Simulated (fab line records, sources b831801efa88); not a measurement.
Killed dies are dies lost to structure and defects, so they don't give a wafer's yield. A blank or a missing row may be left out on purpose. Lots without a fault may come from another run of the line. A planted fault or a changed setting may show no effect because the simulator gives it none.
A struck lot beside a sound one | flow gf180mcu | 15 steps out of a route of 602
Sound: wafers L891.1, L891.2, L891.3. Struck: wafers L887.2, L887.5, L887.6. The cause comes at the end.
At each step with rows: each side's tool, then ch and its chambers, then its first start. Under that, the readings that differ: sound wafers | struck wafers | difference of the means | sigmas: that difference in standard deviations of wafers without a fault.
alike: readings whose means differ by less than 2 such deviations, and words and numbers that are the same on both sides. not compared: withheld readings, readings that some wafer has no value for, bounds like >300 that may hide the same value, and numbers for which the record gives no deviation and whose values overlap.
The two part at a step that has a row with sigmas, a row that says differs or no value, or rows on one side only. Numbers that don't overlap but have no deviation are shown without sigmas and don't part them. A reading that every wafer of one side lacks parts them only if that side has two wafers or more.

GF_V2_CMP_04: polishes SiO2.
  sound on cmp-01 ch 1,2,3, day 23 17:35; struck on cmp-02 ch 2,3, day 22 07:40
  reading                | sound    | struck   | difference | sigmas
  time_to_endpoint_s (s) | 78 79 78 | 85 92 91 | +11        | +2
  alike: motor_current_A
GF_V2_BOW_MEAS_05:
  sound on film_metro-02, day 23 17:50; struck on film_metro-02, day 22 07:59
  alike: V2_BOW
then, 8 steps without rows for these wafers: GF_V2_DEHYDRATE_06 (time 60 s); GF_V2_HMDS_07 (prime time 60 s); GF_V2_COAT_08; GF_V2_COAT_09 (resist thk 1000 nm); GF_V2_SOFTBAKE_10 (time 60 s); GF_V2_EXPOSE_11 (exposes mask Via2, target cd 260 nm); GF_V2_PEB_12 (peb time 90 s); GF_V2_DEVELOP_13 (develop time 60 s).
GF_V2_CD_MEAS_14: target cd 260 nm.
  sound on cd_sem-02, day 24 15:59; struck on cd_sem-01, day 23 06:44
  alike: cd_nm
GF_V2_OVL_MEAS_15:
  sound on overlay-02, day 24 16:07; struck on overlay-01, day 23 06:51
  alike: V2_OVL
GF_V2_ETCH_16: etches BARC in N2/H2.
  sound on rie_diel-03 ch 1,2,3, day 24 16:08; struck on rie_diel-01 ch 0,3, day 23 06:53
  reading            | sound             | struck            | difference | sigmas
  rf_fwd_power_W (W) | 493.9 495.5 497.2 | 574.0 575.3 573.4 | +78.7      | +44
  alike: bias_w, drypump_motor_current_A, oes_product_au, throttle_valve_pct
GF_V2_ETCH_17: etches SiO2 in C4F8/O2/Ar, stops on TiN, target depth 630 nm.
  sound on rie_diel-03 ch 1,2,3; struck on rie_diel-01 ch 0,3
  alike: bias_w, oes_product_au, rf_fwd_power_W
GF_PASSIVATION_PROBE_99:
  the record has rows for the sound wafers here (prober-01, day 32 12:14) and none for the struck ones

WHERE THEY PART
First at GF_V2_CMP_04; last, within this record, at GF_PASSIVATION_PROBE_99.

WHY: what the simulator had put in
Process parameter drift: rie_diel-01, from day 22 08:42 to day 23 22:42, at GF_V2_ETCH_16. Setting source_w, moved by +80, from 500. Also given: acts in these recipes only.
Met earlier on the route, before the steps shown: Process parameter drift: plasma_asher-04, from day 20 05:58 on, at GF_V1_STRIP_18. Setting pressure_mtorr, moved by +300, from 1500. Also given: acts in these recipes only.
